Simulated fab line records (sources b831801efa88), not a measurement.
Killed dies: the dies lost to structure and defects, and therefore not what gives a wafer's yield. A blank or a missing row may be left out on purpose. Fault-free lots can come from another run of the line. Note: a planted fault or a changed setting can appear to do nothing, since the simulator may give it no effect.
fab line records ; flow sky130
[record] lots = 5; wafers = 15; last-day = 50
route steps=708 shown GATE_OXIDE@192 POLY_GATE@204 RES_PROTECT@206 PAD_OPEN@708
lots that met no fault: taken from a fault-free run of the same line
start-h: the number of hours between the record's first day and the start of the first shown wafer of the lot ; wait-h: time in hours since the lot's previous step ; " same as the row above ; L1.1+2: a row that stands for several wafers ; - either no value or no given start ; * or withheld: withheld ; < > ~ a bound
route shown NAME@n: a module of which the file shows steps, and the number in the route of the first ; usual: average and standard deviation across the fault-free wafers ; same: alike in all rows ; chamber/n: place in a boat ; sites: per-site readings ; _std_site: standard deviation of those values ; _edge_site: the outer-site mean with the inner-site mean subtracted ; radius-mm: for every site, how far away it sits from the centre of the wafer ; mask NAME#n: copy n ; behind: tool/chamber where the wafer was last shaped ; hold: why the lot was held/for how many hours/how that ended ; device: the n, p or np transistor that did not switch ; end of line: tests of these same wafers at the route's end ; step lacking rows: just its recipe ; killed: not the wafer's yield, but the dies lost to structure and defects at the first sort ; map: per-die view of a wafer (x killed, . not killed, _ where there is no die)
set.NAME: the setting the step ran with; set.NAME@STEP: the setting that earlier step ran with ; model.NAME: the simulator's own value behind a step, which no gauge read
a table for each step, a row for each wafer; lots at some steps of the route
services: a tool's chamber out of use, with start hour (start-h, from the record's first day; less than 0 if before it), hours out, and reason
[[steps]]
[step SKY_GATE_OXIDE_COAT_05]
[recipe] resist = NOVOLAK; spin-rpm = 3000; resist-thk-nm = 1140
[step SKY_GATE_OXIDE_SOFTBAKE_06]
[recipe] temp-c = 90; time-s = 60; resist = NOVOLAK
[step SKY_GATE_OXIDE_EXPOSE_07]
[recipe] mask-id = LVOM; na = 0.6; source-shape = conventional; sigma-outer = 0.6; polarization = unpolarized; target-cd-nm = 600; dose-mj = 166.3
[step SKY_GATE_OXIDE_PEB_08]
[recipe] temp-c = withheld; time-s = *; resist = NOVOLAK
[step SKY_GATE_OXIDE_DEVELOP_09]
[recipe] resist = NOVOLAK; developer = TMAH; develop-time-s = 60; dev-temp-c = 23
[step SKY_GATE_OXIDE_OVL_MEAS_10]
[usual] GATE_OXIDE_OVL = 0.2/1.5
lot.wafer;tool;chamber;start-h;wait-h;GATE_OXIDE_OVL[nm]
L376.1;overlay-01;-;319.88;0.1;-1.8
L376.2;overlay-01;-;319.88;0.1;-2.8
L376.4;overlay-01;-;319.88;0.1;-0.8
L389.3;overlay-02;-;434.25;0.1;-1.3
L389.5;overlay-02;-;434.25;0.1;-1.9
L389.6;overlay-02;-;434.25;0.1;0.2
L390.1;overlay-01;-;438.18;0.1;1.1
L390.4;overlay-01;-;438.18;0.1;2.4
L390.6;overlay-01;-;438.18;0.1;2.7
L392.1;overlay-01;-;459.88;0.1;1.9
L392.3;overlay-01;-;459.88;0.1;3.7
L392.5;overlay-01;-;459.88;0.1;2.4
L396.1;overlay-01;-;496.87;0.1;-0.4
L396.5;overlay-01;-;496.87;0.1;-0.4
L396.6;overlay-01;-;496.87;0.1;-1.7
[step SKY_GATE_OXIDE_IMPLANT_11]
[recipe] species = B; energy-kev = 10; dose-cm2 = 2.6e+12; tilt-deg = withheld
[step SKY_GATE_OXIDE_WET_ETCH_12]
[recipe] chemistry = dHF; target-depth-nm = 16.8; dry = n2-spin; target = SiO2; dilution = 100:1; temp-c = 25; time-s = 336
[step SKY_GATE_OXIDE_STRIP_13]
[recipe] chemistry = O2/N2; power-w = 1400; pressure-mtorr = 1500; platen-temp-c = withheld; o2-flow-sccm = 3000; n2-flow-sccm = 300; overash-fraction = 0.5
[usual] drypump-motor-current-A = 5.7/0.46; oes-product-au = 0.716/0.0045; strip-time-to-endpoint-s = 14.20/0.046
lot.wafer;tool;chamber;start-h;wait-h;drypump-motor-current-A;oes-product-au;rf-hours-counter-h;strip-time-to-endpoint-s
L376.1;plasma-asher-01;0;320.16;0.0;5.0;0.716;20;14.18
L376.2;plasma-asher-01;1;320.16;0.0;5.6;0.717;20;14.17
L376.4;plasma-asher-01;0;320.16;0.0;5.1;0.713;-;14.21
L389.3;plasma-asher-03;1;434.55;0.0;5.4;0.715;-;14.26
L389.5;plasma-asher-03;1;434.55;0.0;5.4;0.717;-;14.21
L389.6;plasma-asher-03;0;434.55;0.0;6.3;0.720;-;14.27
L390.1;plasma-asher-02;1;438.47;0.0;5.8;0.713;60;14.17
L390.4;plasma-asher-02;1;438.47;0.0;5.8;0.705;-;14.13
L390.6;plasma-asher-02;1;438.47;0.0;5.8;0.717;-;14.23
L392.1;plasma-asher-01;1;460.18;0.0;5.6;0.709;34;14.28
L392.3;plasma-asher-01;1;460.18;0.0;5.6;0.706;-;14.30
L392.5;plasma-asher-01;0;460.18;0.0;5.0;0.722;-;14.31
L396.1;plasma-asher-03;1;497.16;0.0;5.4;0.712;81;14.22
L396.5;plasma-asher-03;1;497.16;0.0;5.4;0.716;-;14.20
L396.6;plasma-asher-03;0;497.16;0.0;6.3;0.716;-;14.28
[step SKY_GATE_OXIDE_TW_MEAS_14]
[usual] GATE_OXIDE_TW = 224.0/1.4
lot.wafer;tool;chamber;start-h;wait-h;GATE_OXIDE_TW
L376.1;film-metro-01;-;320.26;0.1;225.4
L376.2;film-metro-01;-;320.26;0.1;225.7
L376.4;film-metro-01;-;320.26;0.1;224.4
L389.3;film-metro-02;-;434.64;0.1;223.9
L389.5;film-metro-02;-;434.64;0.1;224.5
L389.6;film-metro-02;-;434.64;0.1;225.0
L390.1;film-metro-02;-;438.57;0.1;224.6
L390.4;film-metro-02;-;438.57;0.1;223.6
L390.6;film-metro-02;-;438.57;0.1;223.9
L392.1;film-metro-03;-;460.28;0.1;223.7
L392.3;film-metro-03;-;460.28;0.1;223.0
L392.5;film-metro-03;-;460.28;0.1;222.3
L396.1;film-metro-03;-;497.26;0.1;221.6
L396.5;film-metro-03;-;497.26;0.1;221.2
L396.6;film-metro-03;-;497.26;0.1;220.4
[step SKY_GATE_OXIDE_CLEAN_15]
[recipe] chemistry = SC1/SC2; mix = 1:4:20; temp-c = 70; time-s = 150; dry = n2-spin
[step SKY_GATE_OXIDE_OXIDATION_16]
[recipe] temp-c = 800; ambient = O2; idle-temp-c = 700; ramp-up-c-per-min = 10; ramp-down-c-per-min = 3; stabilise-s = 600; purge-s = 300; target-thk-a = 35.7; ox-time-s = 1915
[step SKY_POLY_GATE_CVD_00]
[recipe] material = poly-Si; target-thk-nm = 180; temp-c = 620; time-s = 720; pressure-mtorr = 200
[usual] pressure-mtorr = 200.0/0.38; spike-tc-lower-C = 621.5/1
lot.wafer;tool;chamber;start-h;wait-h;pressure-mtorr;spike-tc-lower-C;model.poly-Si_of_POLY_GATE_CVD_00.thk-nm
L376.1;lpcvd-01;1;322.64;0.0;200.0;621.4;187
L376.2;lpcvd-01;1;322.64;0.0;200.1;622.2;186
L376.4;lpcvd-01;1;322.64;0.0;200.1;620.5;186.5
L389.3;lpcvd-01;1;436.90;0.0;199.8;621.3;180.1
L389.5;lpcvd-01;1;436.90;0.0;199.9;621.9;179.4
L389.6;lpcvd-01;1;436.90;0.0;200.2;621.2;181.4
L390.1;lpcvd-01;1;440.21;0.0;200.4;621.5;178.6
L390.4;lpcvd-01;1;440.21;0.0;200.0;621.7;178.7
L390.6;lpcvd-01;1;440.21;0.0;200.6;622.0;178
L392.1;lpcvd-01;1;461.92;0.0;199.8;621.3;181.8
L392.3;lpcvd-01;1;461.92;0.0;199.6;621.2;180.2
L392.5;lpcvd-01;1;461.92;0.0;199.6;622.8;180.1
L396.1;lpcvd-01;1;498.90;0.0;199.7;622.4;179.5
L396.5;lpcvd-01;1;498.90;0.0;200.0;621.7;178.8
L396.6;lpcvd-01;1;498.90;0.0;200.2;621.1;178.8
[step SKY_POLY_GATE_THK_MEAS_01]
[recipe] reads = poly-Si_of_POLY_GATE_CVD_00
[usual] POLY_GATE_CVD_00_THK = 179.7/1.9
lot.wafer;tool;chamber;start-h;wait-h;POLY_GATE_CVD_00_THK[nm]
L376.1;film-metro-04;-;324.44;0.0;187.0
L376.2;film-metro-04;-;324.44;0.0;185.9
L376.4;film-metro-04;-;324.44;0.0;186.6
L389.3;film-metro-01;-;438.12;0.0;180.2
L389.5;film-metro-01;-;438.12;0.0;179.4
L389.6;film-metro-01;-;438.12;0.0;181.4
L390.1;film-metro-03;-;441.41;0.0;178.7
L390.4;film-metro-03;-;441.41;0.0;178.7
L390.6;film-metro-03;-;441.41;0.0;178.1
L392.1;film-metro-04;-;463.12;0.0;181.5
L392.3;film-metro-04;-;463.12;0.0;180.2
L392.5;film-metro-04;-;463.12;0.0;180.1
L396.1;film-metro-04;-;500.10;0.0;179.6
L396.5;film-metro-04;-;500.10;0.0;178.8
L396.6;film-metro-04;-;500.10;0.0;178.8
[step SKY_RES_PROTECT_DEHYDRATE_00]
[recipe] temp-c = 200; time-s = 60
[step SKY_RES_PROTECT_HMDS_01]
[recipe] prime-time-s = 60; prime-temp-c = 120
[step SKY_RES_PROTECT_COAT_02]
[recipe] resist = NOVOLAK; spin-rpm = 3000; resist-thk-nm = 1140
[step SKY_RES_PROTECT_SOFTBAKE_03]
[recipe] temp-c = 90; time-s = 60; resist = NOVOLAK
[step SKY_RES_PROTECT_EXPOSE_04]
[recipe] mask-id = RPM; na = 0.6; source-shape = conventional; sigma-outer = 0.6; polarization = unpolarized; target-cd-nm = 1270; dose-mj = 131
[step SKY_RES_PROTECT_PEB_05]
[recipe] temp-c = withheld; time-s = *; resist = NOVOLAK
[step SKY_RES_PROTECT_DEVELOP_06]
[recipe] resist = NOVOLAK; developer = TMAH; develop-time-s = 60; dev-temp-c = 23
[step SKY_POLY_GATE_IMPLANT_02]
[recipe] species = P; energy-kev = 30; dose-cm2 = 7.7e+15; tilt-deg = 0
[step SKY_RES_PROTECT_STRIP_07]
[recipe] chemistry = O2/N2; power-w = 1400; pressure-mtorr = 1500; platen-temp-c = withheld; o2-flow-sccm = 3000; n2-flow-sccm = 300; overash-fraction = 0.5
[usual] drypump-motor-current-A = 5.9/0.39; oes-product-au = 0.518/0.0047; strip-time-to-endpoint-s = 23.30/0.048
lot.wafer;tool;chamber;start-h;wait-h;drypump-motor-current-A;oes-product-au;rf-hours-counter-h;strip-time-to-endpoint-s
L376.1;plasma-asher-03;1;350.82;0.1;5.4;0.520;66;23.24
L376.2;plasma-asher-03;0;350.82;0.1;6.3;0.516;66;23.26
L376.4;plasma-asher-03;0;350.82;0.1;6.3;0.516;-;23.23
L389.3;plasma-asher-03;0;469.45;0.1;6.3;0.521;-;23.30
L389.5;plasma-asher-03;1;469.45;0.1;5.4;0.511;-;23.31
L389.6;plasma-asher-03;0;469.45;0.1;6.3;0.531;-;23.35
L390.1;plasma-asher-03;1;472.12;0.1;5.4;0.518;78;23.24
L390.4;plasma-asher-03;0;472.12;0.1;6.3;0.511;-;23.26
L390.6;plasma-asher-03;1;472.12;0.1;5.4;0.511;-;23.25
L392.1;plasma-asher-04;1;495.02;0.1;5.8;0.514;6;23.28
L392.3;plasma-asher-04;1;495.02;0.1;5.8;0.522;-;23.31
L392.5;plasma-asher-04;0;495.02;0.1;5.5;0.520;-;23.25
L396.1;plasma-asher-03;0;530.12;0.1;6.3;0.523;84;23.30
L396.5;plasma-asher-03;1;530.12;0.1;5.4;0.517;-;23.33
L396.6;plasma-asher-03;0;530.12;0.1;6.3;0.521;-;23.32
[step SKY_RES_PROTECT_TW_MEAS_08]
[usual] POLY_GATE_TW = 4028/22
lot.wafer;tool;chamber;start-h;wait-h;POLY_GATE_TW
L376.1;film-metro-03;-;350.92;0.1;4043
L376.2;film-metro-03;-;350.92;0.1;4024
L376.4;film-metro-03;-;350.92;0.1;4049
L389.3;film-metro-02;-;469.54;0.1;4029
L389.5;film-metro-02;-;469.54;0.1;4024
L389.6;film-metro-02;-;469.54;0.1;4035
L390.1;film-metro-02;-;472.22;0.1;4049
L390.4;film-metro-02;-;472.22;0.1;4033
L390.6;film-metro-02;-;472.22;0.1;4065
L392.1;film-metro-04;-;495.12;0.1;4022
L392.3;film-metro-04;-;495.12;0.1;4036
L392.5;film-metro-04;-;495.12;0.1;4036
L396.1;film-metro-04;-;530.22;0.1;4046
L396.5;film-metro-04;-;530.22;0.1;4066
L396.6;film-metro-04;-;530.22;0.1;4046
[step SKY_RES_PROTECT_CLEAN_09]
[recipe] chemistry = SC1/SC2; mix = 1:4:20; temp-c = 70; time-s = 150; dry = n2-spin
lot.wafer;tool;chamber;start-h;wait-h;model.poly-Si_of_POLY_GATE_CVD_00.thk-nm
L376.1;wet-bench-03;0;350.98;0.1;186.4
L376.2;wet-bench-03;0;350.98;0.1;185.4
L376.4;wet-bench-03;0;350.98;0.1;185.9
L389.3;wet-bench-02;2;469.58;0.0;179.5
L389.5;wet-bench-02;2;469.58;0.0;178.7
L389.6;wet-bench-02;2;469.58;0.0;180.7
L390.1;wet-bench-04;2;472.28;0.1;178
L390.4;wet-bench-04;2;472.28;0.1;178.1
L390.6;wet-bench-04;2;472.28;0.1;177.4
L392.1;wet-bench-02;0;495.18;0.1;181.2
L392.3;wet-bench-02;0;495.18;0.1;179.6
L392.5;wet-bench-02;0;495.18;0.1;179.5
L396.1;wet-bench-04;1;530.28;0.1;178.9
L396.5+6;wet-bench-04;1;530.28;0.1;178.2
[step SKY_POLY_GATE_CVD_03]
[recipe] material = Si3N4; precursor = DCS/NH3; target-thk-nm = 75; temp-c = 770; time-s = 1290; pressure-mtorr = 250
[step SKY_PAD_OPEN_PROBE_99]
lot.wafer;tool;chamber;start-h;wait-h;model.etest.res-high-po.rs-ohm-sq;model.etest.cap-li-to-poly.c-af-um2;model.etest.res-poly.rs-ohm-sq
L376.1;prober-01;-;1087.70;0.1;266.7;99.1;48.18
L376.2;prober-01;-;1087.75;0.1;256.5;102;47.5
L376.4;prober-01;-;1087.85;0.2;264.8;102.7;48.37
L389.3;prober-02;-;1160.68;0.2;261.4;97.57;48.77
L389.5;prober-02;-;1160.78;0.2;265.4;97.92;49.29
L389.6;prober-02;-;1160.83;0.2;258.7;104.6;48.45
L390.1;prober-01;-;1162.97;0.1;264.7;97.27;49.02
L390.4;prober-01;-;1163.12;0.2;264.8;98.86;48.46
L390.6;prober-01;-;1163.22;0.2;266.4;99.79;48.78
L392.1;prober-01;-;1175.13;0.1;261.9;101.5;48.16
L392.3;prober-01;-;1175.23;0.2;261.7;97.26;48.55
L392.5;prober-01;-;1175.33;0.2;261.9;99.53;48.31
L396.1;prober-01;-;1194.78;0.1;260.5;103.1;49.03
L396.5;prober-01;-;1194.98;0.2;266.3;97.99;48.9
L396.6;prober-01;-;1195.03;0.2;262.2;96.83;49.07
// killed by level:class
L389.3 CONTACT:geometric-particle:open=12 FIELD_ISO:geometric-particle:open=7 VIA1:geometric-particle:open=6 LI_CONTACT:geometric-particle:open=6 METAL1:geometric-particle:short=6 METAL2:geometric-particle:short=5 VIA1:geometric-particle:short=4 CONTACT:geometric-particle:short=4
L389.5 CONTACT:geometric-particle:open=13 LI_CONTACT:geometric-particle:open=10 VIA2:geometric-particle:open=8 VIA1:geometric-particle:open=7 FIELD_ISO:geometric-particle:short=5 METAL1:geometric-particle:short=5 VIA1:geometric-particle:short=5 METAL3:geometric-particle:short=4
L389.6 VIA1:geometric-particle:open=17 CONTACT:geometric-particle:open=9 VIA2:geometric-particle:open=6 POLY_GATE:geometric-particle:open=6 LI_CONTACT:geometric-particle:open=6 VIA1:geometric-particle:short=5 CONTACT:geometric-particle:short=4 METAL2:geometric-particle:short=4
L390.1 VIA1:geometric-particle:open=11 LI_CONTACT:geometric-particle:open=8 METAL2:geometric-particle:short=8 CONTACT:geometric-particle:open=7 LI_CONTACT:geometric-particle:short=6 METAL1:geometric-particle:short=6 VIA1:geometric-particle:short=6 VIA3:geometric-particle:open=6
L390.4 VIA1:geometric-particle:open=14 CONTACT:geometric-particle:open=9 VIA2:geometric-particle:open=9 LOCAL_INTERCONNECT:geometric-particle:open=5 METAL1:geometric-particle:short=5 METAL2:geometric-particle:short=5 POLY_GATE:geometric-particle:open=4 LI_CONTACT:geometric-particle:open=4
L390.6 VIA1:geometric-particle:open=15 CONTACT:geometric-particle:open=9 VIA3:geometric-particle:open=7 METAL1:geometric-particle:short=6 VIA2:geometric-particle:open=6 FIELD_ISO:geometric-particle:open=5 METAL2:geometric-particle:short=5 POLY_GATE:geometric-particle:short=4
L392.1 VIA1:geometric-particle:open=11 VIA2:geometric-particle:open=9 CONTACT:geometric-particle:open=9 FIELD_ISO:geometric-particle:open=8 POLY_GATE:geometric-particle:open=8 POLY_GATE:geometric-particle:short=6 METAL2:geometric-particle:short=6 METAL1:geometric-particle:short=5
L392.3 LI_CONTACT:geometric-particle:open=12 VIA1:geometric-particle:open=9 VIA3:geometric-particle:open=7 CONTACT:geometric-particle:open=6 FIELD_ISO:geometric-particle:open=5 LOCAL_INTERCONNECT:geometric-particle:short=5 VIA1:geometric-particle:short=5 FIELD_ISO:geometric-particle:short=4
L392.5 VIA1:geometric-particle:open=17 LI_CONTACT:geometric-particle:open=8 VIA2:geometric-particle:open=8 VIA3:geometric-particle:open=5 FIELD_ISO:geometric-particle:open=4 POLY_GATE:geometric-particle:short=4 CONTACT:geometric-particle:short=4 VIA1:geometric-particle:short=4
L396.1 CONTACT:geometric-particle:open=13 VIA1:geometric-particle:open=10 VIA3:geometric-particle:open=10 LI_CONTACT:geometric-particle:open=8 VIA2:geometric-particle:open=8 POLY_GATE:geometric-particle:short=6 VIA1:geometric-particle:short=6 LOCAL_INTERCONNECT:geometric-particle:short=5
L396.5 VIA2:geometric-particle:open=11 VIA1:geometric-particle:open=10 CONTACT:geometric-particle:open=9 METAL1:geometric-particle:short=8 LI_CONTACT:geometric-particle:open=6 VIA1:geometric-particle:short=6 CONTACT:geometric-particle:short=5 VIA3:geometric-particle:open=4
L396.6 VIA1:geometric-particle:open=10 VIA3:geometric-particle:open=8 LI_CONTACT:geometric-particle:open=7 VIA1:geometric-particle:short=7 CONTACT:geometric-particle:short=6 CONTACT:geometric-particle:open=6 VIA2:geometric-particle:open=6 POLY_GATE:geometric-particle:open=4
[[services]]
tool;chamber;start-h;hours;kind
plasma-asher-02;-;296.30;1.1;repair
plasma-asher-04;-;421.25;9.0;pm
plasma-asher-04;0;421.25;9.0;vent-cycle
plasma-asher-04;1;421.25;9.0;vent-cycle
wet-bench-02;-;427.62;5.6;repair
plasma-asher-04;0;430.25;-;clean
plasma-asher-04;1;430.25;-;clean
plasma-asher-01;-;464.44;0.6;repair
plasma-asher-02;-;490.29;15.6;pm
plasma-asher-02;-;519.09;1.8;repair
wet-bench-03;-;525.42;5.8;repair
[[key]]
[first-sign] step = SKY_POLY_GATE_THK_MEAS_01; reading = POLY_GATE_CVD_00_THK; direction = up; sigmas = 3.6; usual = 179.7; struck = 186.5
effect none on later readings
[model-effect] step = SKY_POLY_GATE_CVD_00; value = poly-Si_of_POLY_GATE_CVD_00.thk-nm; without = 176.5; struck = 186.5
[model-effect] step = SKY_RES_PROTECT_CLEAN_09; value = poly-Si_of_POLY_GATE_CVD_00.thk-nm; without = 175.9; struck = 185.9
[model-effect] step = SKY_PAD_OPEN_PROBE_99; value = etest.res-high-po.rs-ohm-sq; without = 270.9; struck = 262.7
met-at SKY_POLY_GATE_CVD_00
struck-wafers L376.1,L376.2,L376.4
sort-left-out L376.1,L376.2,L376.4
tester-left-out L376
[fault] kind = process-parameter-drift; tool = lpcvd-01; chamber = 1; onset-h = 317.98; steps = SKY_POLY_GATE_CVD_00; channel = target-thk-nm; offset = 9.9697; shape = step; end-h = 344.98; stated = 180
// tester-left-out: of these lots the tester's yield and bins aren't shown, on N5 and GAA mostly nor the transistor test; their killed dies are dies lost to structure and defects alone, not to doping, threshold or leakage, so they don't give the yield
// sort-left-out: the simulated sort isn't trusted on such a fault, so these wafers' sort isn't shown, and their yield isn't known
